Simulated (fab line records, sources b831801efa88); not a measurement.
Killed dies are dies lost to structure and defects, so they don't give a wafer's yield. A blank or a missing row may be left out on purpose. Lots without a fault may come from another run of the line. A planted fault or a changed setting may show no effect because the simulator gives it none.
Chamber matching | flow sfq_line | SFQ_TRILAYER_I4_CMP_CMP_100 on cmp-01: 4 sister chambers
The step polishes SiO2. 4 wafers are shown with their chamber, then 8 later ones without.

WAFERS WITH THEIR CHAMBER
wafer  | chamber | motor_current_A (A)
L386.4 | 3       | 9.6
L400.2 | 1       | 10.2
L403.3 | 0       | 11.1
L404.1 | 2       | 10.5

WAFERS WITHOUT THEIR CHAMBER
wafer  | motor_current_A (A)
L404.2 | 10.0
L404.5 | 9.9
L405.1 | 10.7
L405.2 | 9.8
L405.3 | 10.7
L407.3 | 10.2
L407.2 | 10.3
L407.6 | 10.0

WHICH CHAMBER EACH WENT THROUGH
wafer  | from the rows above          | in truth
L404.2 | can't be placed: 1 or 3 or 2 | 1
L404.5 | can't be placed: 1 or 3 or 2 | 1
L405.1 | can't be placed: 2 or 0 or 1 | 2
L405.2 | can't be placed: 3 or 1      | 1
L405.3 | can't be placed: 2 or 0 or 1 | 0
L407.3 | can't be placed: 1 or 2      | 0
L407.2 | can't be placed: 1 or 2      | 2
L407.6 | can't be placed: 1 or 3 or 2 | 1
Placed correctly: 0 of 8. Can't be placed from these rows: 8 (the true chamber is among the candidates in 7). Placed wrongly: 0.
How it was worked out, from the rows above alone: a wafer's distance from a chamber is the root of the sum, over the readings, of the square of ((its reading less the chamber's mean) divided by the reading's scatter). The wafer belongs to the nearest chamber; if the next one is less than 2 further off, it can't be placed. A chamber's mean is the mean of its shown wafers. The scatter: with one shown wafer a chamber, the root of the mean of the squares of how far each hidden wafer lies from its nearest shown one.
